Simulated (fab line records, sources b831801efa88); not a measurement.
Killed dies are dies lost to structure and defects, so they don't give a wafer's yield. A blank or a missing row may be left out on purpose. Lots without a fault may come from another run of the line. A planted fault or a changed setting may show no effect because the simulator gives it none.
Which tool did it? | flow sky130 | 12 lots, 36 wafers sampled, at 6 steps of a route of 708

WHAT THE GAUGES READ, wafer by wafer
SKY_LDD_N_OVL_MEAS_07.
lot  | measured     | on         | LDD_N_OVL (nm)
L994 | day 17 03:23 | overlay-01 | 0.8 0.3 -0.1
L995 | day 17 10:32 | overlay-02 | 0.9 -0.7 0.3
L997 | day 19 00:32 | overlay-01 | 0.9 -0.6 -1.0
L998 | day 19 08:47 | overlay-02 | 1.9 2.5 2.0
L101 | day 20 14:33 | overlay-02 | -0.2 0.3 1.7
L102 | day 20 17:08 | overlay-02 | -0.2 -0.5 -0.3
L104 | day 21 17:05 | overlay-01 | 0.1 -0.9 -1.0
L105 | day 21 22:11 | overlay-02 | -1.5 -2.4 -2.0
L113 | day 25 02:01 | overlay-01 | -1.0 -0.2 1.0
L115 | day 25 09:56 | overlay-01 | -0.5 -0.3 1.0
L116 | day 25 22:30 | overlay-02 | 2.6 0.4 2.9
L117 | day 26 12:34 | overlay-01 | 1.2 1.5 0.6

SKY_LDD_P_CD_MEAS_07: target cd 380 nm.
lot  | measured     | on        | cd_nm (nm)
L994 | day 18 10:28 | cd_sem-01 | 382.7 382.6 381.5
L995 | day 18 17:40 | cd_sem-01 | 374.6 376.0 376.7
L997 | day 20 08:47 | cd_sem-01 | 377.4 378.3 377.3
L998 | day 20 16:53 | cd_sem-01 | 381.8 380.6 382.7
L101 | day 21 21:53 | cd_sem-01 | 381.3 383.2 380.6
L102 | day 22 00:41 | cd_sem-01 | 382.9 382.3 380.1
L104 | day 23 00:11 | cd_sem-01 | 381.3 378.6 380.4
L105 | day 23 05:34 | cd_sem-02 | 375.9 376.0 375.8
L113 | day 26 08:30 | cd_sem-02 | 382.0 381.3 381.8
L115 | day 26 16:14 | cd_sem-02 | 383.1 382.2 382.0
L116 | day 27 04:06 | cd_sem-01 | 377.9 378.5 379.5
L117 | day 27 18:30 | cd_sem-02 | 381.6 381.7 380.5

SKY_RES_XHIGH_TW_MEAS_09.
lot  | measured     | on            | RES_XHIGH_TW
L994 | day 26 04:24 | film_metro-02 | 1659 1670 1665
L995 | day 26 10:04 | film_metro-03 | 1658 1664 1674
L997 | day 27 22:18 | film_metro-01 | 1635 1635 1626
L998 | day 28 07:45 | film_metro-03 | 1670 1667 1661
L101 | day 29 10:23 | film_metro-02 | 1686 1681 1681
L102 | day 29 13:24 | film_metro-03 | 1661 1657 1670
L104 | day 30 07:12 | film_metro-02 | 1669 1675 1667
L105 | day 30 14:06 | film_metro-02 | 1669 1673 1673
L113 | day 34 07:52 | film_metro-03 | 1065 1069 1064
L115 | day 34 10:11 | film_metro-03 | 1057 1064 1067
L116 | day 34 10:42 | film_metro-01 | 1632 1637 1639
L117 | day 34 15:08 | film_metro-01 | 1635 1638 1638

SKY_SD_N_RS_MEAS_18: measures by four-point-probe.
lot  | measured     | on            | RES_XHIGH_RS (ohm/sq)
L994 | day 27 09:28 | film_metro-03 | 333.7 332.2 331.7
L995 | day 27 15:41 | film_metro-03 | 332.6 332.2 331.6
L997 | day 29 03:18 | film_metro-02 | 330.1 331.8 330.8
L998 | day 29 12:50 | film_metro-02 | 334.4 333.7 333.2
L101 | day 30 14:28 | film_metro-03 | 333.2 331.8 333.0
L102 | day 30 17:22 | film_metro-01 | 333.8 335.1 334.8
L104 | day 31 08:11 | film_metro-02 | 331.8 332.2 332.1
L105 | day 31 14:33 | film_metro-03 | 333.5 333.6 332.7
L113 | day 35 09:43 | film_metro-03 | 1032.2 1028.3 1035.5
L115 | day 35 12:49 | film_metro-02 | 1049.3 1041.9 1028.4
L116 | day 35 14:20 | film_metro-03 | 334.5 334.2 334.2
L117 | day 35 17:29 | film_metro-02 | 330.7 331.1 330.8

WHICH TOOL RAN EACH LOT (tool, then ch and the chambers of the sampled wafers, then the start)
lot  | SKY_LDD_HVP_STRIP_09                 | SKY_RES_XHIGH_IMPLANT_07
L994 | plasma_asher-02 ch 0,1, day 21 00:44 | implanter-03 ch 0, day 26 04:09
L995 | plasma_asher-04 ch 0,1, day 21 07:17 | implanter-04 ch 0, day 26 09:49
L997 | plasma_asher-02 ch 0, day 22 22:11   | implanter-03 ch 0, day 27 22:04
L998 | plasma_asher-02 ch 0,1, day 23 06:26 | implanter-03 ch 0, day 28 07:30
L101 | plasma_asher-03 ch 0,1, day 24 11:08 | implanter-03 ch 0, day 29 10:08
L102 | plasma_asher-04 ch 0,1, day 24 13:25 | implanter-03 ch 0, day 29 13:09
L104 | plasma_asher-02 ch 0,1, day 25 12:07 | implanter-02 ch 0, day 30 06:57
L105 | plasma_asher-02 ch 0,1, day 25 18:20 | implanter-04 ch 0, day 30 13:52
L113 | plasma_asher-03 ch 0,1, day 28 18:13 | implanter-03 ch 0, day 34 07:40
L115 | plasma_asher-03 ch 0,1, day 29 01:46 | implanter-03 ch 0, day 34 09:56
L116 | plasma_asher-04 ch 0,1, day 29 13:18 | implanter-04 ch 0, day 34 10:28
L117 | plasma_asher-04 ch 0,1, day 30 03:37 | implanter-02 ch 0, day 34 14:55
- SKY_LDD_HVP_STRIP_09: strips in O2/N2.
- SKY_RES_XHIGH_IMPLANT_07

WHAT THE TOOLS THEMSELVES READ (means of the sampled wafers that have a number; where no wafer has one, the mark that the record gives instead)
SKY_LDD_HVP_STRIP_09.
lot  | tool            | drypump_motor_current_A (A) | oes_product_au (a.u.) | strip_time_to_endpoint_s (s)
L994 | plasma_asher-02 | 5.9                         | 0.406                 | 4.129
L995 | plasma_asher-04 | 6.0                         | 0.404                 | 4.145
L997 | plasma_asher-02 | 6.1                         | 0.406                 | 4.132
L998 | plasma_asher-02 | 5.9                         | 0.409                 | 4.122
L101 | plasma_asher-03 | 5.7                         | 0.411                 | 4.124
L102 | plasma_asher-04 | 6.0                         | 0.407                 | 4.121
L104 | plasma_asher-02 | 5.9                         | 0.411                 | 4.161
L105 | plasma_asher-02 | 5.8                         | 0.413                 | 4.138
L113 | plasma_asher-03 | 5.7                         | 0.403                 | 4.139
L115 | plasma_asher-03 | 5.7                         | 0.410                 | 4.144
L116 | plasma_asher-04 | 6.0                         | 0.405                 | 4.125
L117 | plasma_asher-04 | 6.0                         | 0.407                 | 4.140

SKY_RES_XHIGH_IMPLANT_07.
lot  | tool         | beam_on_s (s) | dose_ions_cm2
L994 | implanter-03 | 35            | 3.6e+14
L995 | implanter-04 | 51            | 3.6e+14
L997 | implanter-03 | 35            | 3.6e+14
L998 | implanter-03 | 34            | 3.6e+14
L101 | implanter-03 | 35            | 3.6e+14
L102 | implanter-03 | 34            | 3.6e+14
L104 | implanter-02 | 45            | 3.6e+14
L105 | implanter-04 | 50            | 3.6e+14
L113 | implanter-03 | 10            | 8.6e+13
L115 | implanter-03 | 10            | 8.6e+13
L116 | implanter-04 | 49            | 3.6e+14
L117 | implanter-02 | 45            | 3.6e+14

THE ANSWER, worked out from the rows above alone
Rule: what is usual is taken from the lots themselves. Put in order of their means at a reading, lots are off if they are a third of the lots or fewer, leave a main group of 4 or more, and stand apart from it by a gap of 3 or more times the standard deviation of the main group's means; of several such gaps the widest counts. A main group whose means are all the same, to the digits that the tables above print for the reading, isn't used. A lot without any number at a reading at which 4 lots or more have one is off too. The other lots that the step has rows for count as sound. The gauges are gone through in route order, then the tools' own readings, and for those a lot's mean is taken as printed above. The first step at which some lot is off is used, and at that step the reading that is off furthest; a lot without a number counts as furthest.
Off: L113, L115, at SKY_RES_XHIGH_TW_MEAS_09 (RES_XHIGH_TW). The main group: mean 1659, standard deviation 17.
A tool fits if, at a process step before that reading, it ran every lot that is off, and no sound lot after the first of them. The gauges at SKY_RES_XHIGH_TW_MEAS_09 aren't tried: what is off there is off at SKY_RES_XHIGH_IMPLANT_07 too, on other tools, and a gauge's error can't cause that. Can't be told from this: 2 tools fit, plasma_asher-03 at SKY_LDD_HVP_STRIP_09, implanter-03 at SKY_RES_XHIGH_IMPLANT_07.

WHAT THE SIMULATOR HAD PUT IN
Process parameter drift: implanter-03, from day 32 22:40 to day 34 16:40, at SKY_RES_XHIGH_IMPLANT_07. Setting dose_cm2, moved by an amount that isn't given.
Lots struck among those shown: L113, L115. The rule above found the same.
